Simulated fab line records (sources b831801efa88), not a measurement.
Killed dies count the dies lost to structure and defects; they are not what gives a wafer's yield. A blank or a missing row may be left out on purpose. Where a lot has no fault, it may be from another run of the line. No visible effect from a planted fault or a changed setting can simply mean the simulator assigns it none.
Which tool was responsible? ; flow sfq-line ; 42 wafers from 14 lots sampled at 5 of the route's 325 steps

WHAT THE GAUGES READ, wafer by wafer
SFQ_M1_RS_MEAS_909: uses a four-point probe to measure. Usual: M1_NB_RS gives 0.889 ohm/sq (standard deviation 0.011).
lot;measured;on;M1_NB_RS (ohm/sq);flag
L341;day 17 04:22;film-metro-01;0.903 0.893 0.891;
L343;day 18 11:47;film-metro-03;0.879 0.885 0.870;
L344;day 19 03:23;film-metro-01;0.900 0.898 0.893;
L346;day 20 03:19;film-metro-01;0.873 0.874 0.882;
L347;day 20 05:44;film-metro-04;0.891 0.885 0.887;
L348;day 20 15:49;film-metro-03;0.891 0.892 0.892;
L349;day 20 22:59;film-metro-04;0.864 0.877 0.878;
L350;day 21 00:21;film-metro-04;0.886 0.898 0.898;
L351;day 21 01:22;film-metro-04;0.893 0.898 0.898;
L352;day 21 02:35;film-metro-04;0.886 0.900 0.901;
L359;day 21 10:57;film-metro-01;0.904 0.743 0.898;OFF
L360;day 21 12:21;film-metro-04;0.902 0.881 0.892;
L361;day 21 13:21;film-metro-01;0.894 0.905 0.905;
L362;day 21 14:45;film-metro-03;0.877 0.880 0.727;OFF

SFQ_M2_OVL_MEAS_916. Usual: M2_OVL gives -2 nm (standard deviation 5.6).
lot;measured;on;M2_OVL (nm);flag
L341;day 36 15:49;overlay-02;-4 -4 -2;
L343;day 37 13:25;overlay-01;3 0 -3;
L344;day 38 03:49;overlay-01;14 6 5;
L346;day 39 06:20;overlay-02;-7 -5 -5;
L347;day 39 11:38;overlay-02;2 2 1;
L348;day 39 16:27;overlay-02;-11 -6 -3;
L349;day 39 18:51;overlay-02;-9 -4 -5;
L350;day 39 21:14;overlay-01;3 2 8;
L351;day 39 22:26;overlay-01;-7 -4 0;
L352;day 39 23:39;overlay-02;3 4 0;
L359;day 40 14:02;overlay-02;-7 -4 5;
L360;day 40 15:14;overlay-01;-15 -5 -10;
L361;day 40 16:26;overlay-01;-8 -6 -8;
L362;day 40 21:14;overlay-01;-3 -7 0;

WHAT TOOL EACH LOT RAN ON (gives the tool, then ch and the chambers of the sampled wafers, and finally the start)
lot;SFQ_TRILAYER_I0_VIA_STRIP_STRIP_035;SFQ_TRILAYER_M1_DEP_SPUTTER_037;SFQ_TRILAYER_M1_ETCH_METAL_ETCH_042
L341;rie-metal-02 ch 0,1, day 17 03:26;pvd-sputter-05, day 17 04:16;rie-metal-03 ch 0,1, day 23 08:46
L343;rie-metal-04 ch 0,1, day 18 10:53;pvd-sputter-03, day 18 11:42;rie-metal-03 ch 0,1, day 24 12:29
L344;rie-metal-02 ch 0,1, day 19 02:29;pvd-sputter-05, day 19 03:18;rie-metal-03 ch 0,1, day 25 01:56
L346;rie-metal-04 ch 0,1, day 20 02:25;pvd-sputter-05, day 20 03:13;rie-metal-02 ch 0,1, day 25 22:20
L347;rie-metal-01 ch 0,1, day 20 04:49;pvd-sputter-04, day 20 05:38;rie-metal-02 ch 0,1, day 26 01:56
L348;rie-metal-02 ch 0,1, day 20 15:04;pvd-sputter-05, day 20 15:41;rie-metal-04 ch 0,1, day 26 08:37
L349;rie-metal-02 ch 0,1, day 20 22:16;pvd-sputter-04, day 20 22:52;rie-metal-04 ch 0,1, day 26 15:57
L350;rie-metal-01 ch 0,1, day 20 23:16;pvd-sputter-05, day 21 00:14;rie-metal-03 ch 0,1, day 26 17:07
L351;rie-metal-04 ch 0,1, day 21 00:28;pvd-sputter-03, day 21 01:17;rie-metal-04 ch 0,1, day 26 18:19
L352;rie-metal-02 ch 0,1, day 21 01:52;pvd-sputter-05, day 21 02:28;rie-metal-02 ch 0,1, day 26 19:33
L359;rie-metal-04 ch 0,1, day 21 10:04;pvd-sputter-03, day 21 10:52;rie-metal-02 ch 0,1, day 27 10:02
L360;rie-metal-01 ch 0,1, day 21 11:16;pvd-sputter-05, day 21 12:14;rie-metal-04 ch 0,1, day 27 11:14
L361;rie-metal-02 ch 0,1, day 21 12:28;pvd-sputter-04, day 21 13:16;rie-metal-02 ch 0,1, day 27 13:38
L362;rie-metal-01 ch 0,1, day 21 13:40;pvd-sputter-03, day 21 14:38;rie-metal-03 ch 0, day 27 17:20
- SFQ_TRILAYER_I0_VIA_STRIP_STRIP_035: strips in O2.
- SFQ_TRILAYER_M1_DEP_SPUTTER_037: material Nb, target thk 200 nm, time 133.3 s.
- SFQ_TRILAYER_M1_ETCH_METAL_ETCH_042: etches Nb in Cl2/Ar, stops on SiO2, target depth 240 nm, time 120 s.

WHAT THE TOOLS THEMSELVES READ (means of the sampled wafers that have a number; where no wafer has one, the mark that the record gives instead)
SFQ_TRILAYER_I0_VIA_STRIP_STRIP_035. Usual: drypump-motor-current-A 6.0 A, standard deviation 0.4; oes-product-au 1.002 a.u., standard deviation 0.0094.
lot;tool;drypump-motor-current-A (A);oes-product-au (a.u.);flag
L341;rie-metal-02;6.0;1.007;
L343;rie-metal-04;5.6;1.008;
L344;rie-metal-02;6.0;1.003;
L346;rie-metal-04;5.9;1.006;
L347;rie-metal-01;6.0;0.999;
L348;rie-metal-02;6.2;1.007;
L349;rie-metal-02;6.0;1.010;
L350;rie-metal-01;6.1;0.984;
L351;rie-metal-04;6.0;1.000;
L352;rie-metal-02;6.0;1.001;
L359;rie-metal-04;6.0;1.003;
L360;rie-metal-01;6.0;0.994;
L361;rie-metal-02;6.0;1.014;
L362;rie-metal-01;6.0;0.999;

SFQ_TRILAYER_M1_DEP_SPUTTER_037. Usual: 29.8 % for throttle-valve-pct, sd 0.7.
lot;tool;throttle-valve-pct (%);flag
L341;pvd-sputter-05;29.3;
L343;pvd-sputter-03;29.7;
L344;pvd-sputter-05;28.8;
L346;pvd-sputter-05;29.3;
L347;pvd-sputter-04;30.2;
L348;pvd-sputter-05;29.0;
L349;pvd-sputter-04;30.7;
L350;pvd-sputter-05;29.5;
L351;pvd-sputter-03;29.9;
L352;pvd-sputter-05;29.6;
L359;pvd-sputter-03;29.9;
L360;pvd-sputter-05;29.2;
L361;pvd-sputter-04;30.9;
L362;pvd-sputter-03;30.0;

SFQ_TRILAYER_M1_ETCH_METAL_ETCH_042. Usual: drypump-motor-current-A 6.1 A, standard deviation 0.49; oes-product-au 0.895 a.u., standard deviation 0.0077.
lot;tool;drypump-motor-current-A (A);oes-product-au (a.u.);flag
L341;rie-metal-03;6.3;0.888;
L343;rie-metal-03;6.3;0.900;
L344;rie-metal-03;6.3;0.889;
L346;rie-metal-02;6.1;0.902;
L347;rie-metal-02;6.0;0.892;
L348;rie-metal-04;6.0;0.893;
L349;rie-metal-04;5.6;0.903;
L350;rie-metal-03;6.3;0.892;
L351;rie-metal-04;6.0;0.891;
L352;rie-metal-02;6.1;0.892;
L359;rie-metal-02;6.2;0.921;OFF
L360;rie-metal-04;6.0;0.895;
L361;rie-metal-02;6.2;0.888;
L362;rie-metal-03;6.6;0.927;OFF

THE ANSWER, worked out from the rows above alone
Rule: take the mean of a lot's wafers that have a number; if it is more than 3 standard deviations from the usual mean, the lot is off. A lot without any number at a reading at which 4 lots or more have one is off too. All remaining lots with rows at the step are treated as sound. First the gauges in route order, then the tools' own readings, where a lot's mean is used as printed above. At the first step where some lot is off, the reading lying furthest off is the one used; lots without a number count as furthest.
Off: L359, L362, seen at SFQ_M1_RS_MEAS_909 (M1_NB_RS).
A tool fits if, at a process step before that reading, it ran every lot that is off, and no sound lot after the first of them. Not tried: the gauges at SFQ_M1_RS_MEAS_909; whatever is off there is also off at SFQ_TRILAYER_M1_ETCH_METAL_ETCH_042, on other tools, and gauge error can't account for it. One fits: SFQ_TRILAYER_M1_DEP_SPUTTER_037 on pvd-sputter-03. A fault onset in the window from L351 (day 21 01:17, its last sound lot) to L359 (day 21 10:52, its first lot off) fits.

WHAT THE SIMULATOR PUT IN
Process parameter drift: pvd-sputter-03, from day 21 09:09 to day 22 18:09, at SFQ_TRILAYER_M1_DEP_SPUTTER_037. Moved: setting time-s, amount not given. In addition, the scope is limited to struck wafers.
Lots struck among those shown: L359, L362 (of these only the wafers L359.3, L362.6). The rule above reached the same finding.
